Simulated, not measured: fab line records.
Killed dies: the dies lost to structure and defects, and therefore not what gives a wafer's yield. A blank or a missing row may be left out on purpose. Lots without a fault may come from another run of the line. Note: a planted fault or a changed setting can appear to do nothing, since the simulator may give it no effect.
2 desks, one fault / flow gf180mcu / what lay behind the numbers comes last; until then each desk has only its own

AT THE TOOL OWNER'S DESK: rie-diel-03
The tool's own readings at GF_V4_ETCH_16 (etches BARC in N2/H2): means of the sampled wafers that have a number, for each lot that ran on this tool. A lot is out of limits, marked OUT, if its mean lies more than 4 standard deviations from the usual mean; the brackets give that distance.
Columns: A = bias-w at GF_V4_ETCH_16, usual 99.9 W; B = drypump-motor-current-A at GF_V4_ETCH_16, usual 5.8 A; C = oes-product-au at GF_V4_ETCH_16, usual 0.855 a.u.; D = throttle-valve-pct at GF_V4_ETCH_16, usual 13.226 %
lot=L605; first seen here=day 24 19:35; A=100.0; B=6.1; C=0.858; D=13.219
lot=L606; first seen here=day 25 08:20; A=100.1; B=6.4; C=0.856; D=13.219
lot=L607; first seen here=day 25 17:08; A=110.5 (+34) OUT; B=6.5; C=0.847; D=13.223
lot=L610; first seen here=day 26 17:41; A=110.2 (+33) OUT; B=6.2; C=0.854; D=13.226
lot=L618; first seen here=day 29 01:35; A=99.8; B=6.4; C=0.857; D=13.227
lot=L622; first seen here=day 30 03:29; A=99.9; B=5.9; C=0.858; D=13.232
lot=L624; first seen here=day 30 16:09; A=99.9; B=6.4; C=0.856; D=13.225
lot=L625; first seen here=day 30 22:12; A=100.2; B=6.3; C=0.858; D=13.224
This desk finds L607, L610 out of limits, L607 being first, at day 25 17:08 (bias-w at GF_V4_ETCH_16). In limits: L605, L606, L618, L622, L624, L625.

FROM THE METROLOGY DESK
What the gauges read, lot by lot, whatever tool the lot ran on: means of the sampled wafers that have a number. A lot is out of limits, marked OUT, if its mean lies more than 4 standard deviations from the usual mean; the brackets give that distance.
Columns: A = M4_OVL at GF_M4_OVL_MEAS_15, usual -1 nm; B = V4_OVL at GF_V4_OVL_MEAS_15, usual -2 nm
lot=L604; first seen here=day 23 10:59; A=-2; B=-4
lot=L605; first seen here=day 23 19:27; A=-1; B=1
lot=L606; first seen here=day 24 09:31; A=-8; B=1
lot=L607; first seen here=day 24 18:12; A=8; B=-9
lot=L610; first seen here=day 25 18:26; A=2; B=-1
lot=L611; first seen here=day 25 21:27; A=-3; B=-1
lot=L615; first seen here=day 27 07:04; A=8; B=-3
lot=L617; first seen here=day 27 20:24; A=-7; B=-8
lot=L618; first seen here=day 28 04:06; A=8; B=-1
lot=L619; first seen here=day 28 08:10; A=-6; B=-3
lot=L622; first seen here=day 29 07:08; A=3; B=0
lot=L624; first seen here=day 29 19:49; A=-4; B=-9
lot=L625; first seen here=day 30 02:15; A=-7; B=-9
This desk found nothing out of limits on any of the 13 lots.

ALL TOGETHER
The tool owner's desk could have raised an alarm at day 25 17:08, on L607, L610.
At the metrology desk, nothing out of limits was observed.
The metrology desk holds a record of L607, L610, inside its limits.
GF_V4_ETCH_16 was run on rie-diel-03 by each of the lots named.

WHAT WAS PUT IN BY THE SIMULATOR
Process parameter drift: rie-diel-03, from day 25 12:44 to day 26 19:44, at GF_V4_ETCH_16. The setting bias-w was moved by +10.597, starting from 100. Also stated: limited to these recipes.
Lots struck among those shown: L607, L610.
How many hours passed from the start of the fault until each desk's first out-of-limits reading: the tool owner's desk, 4.
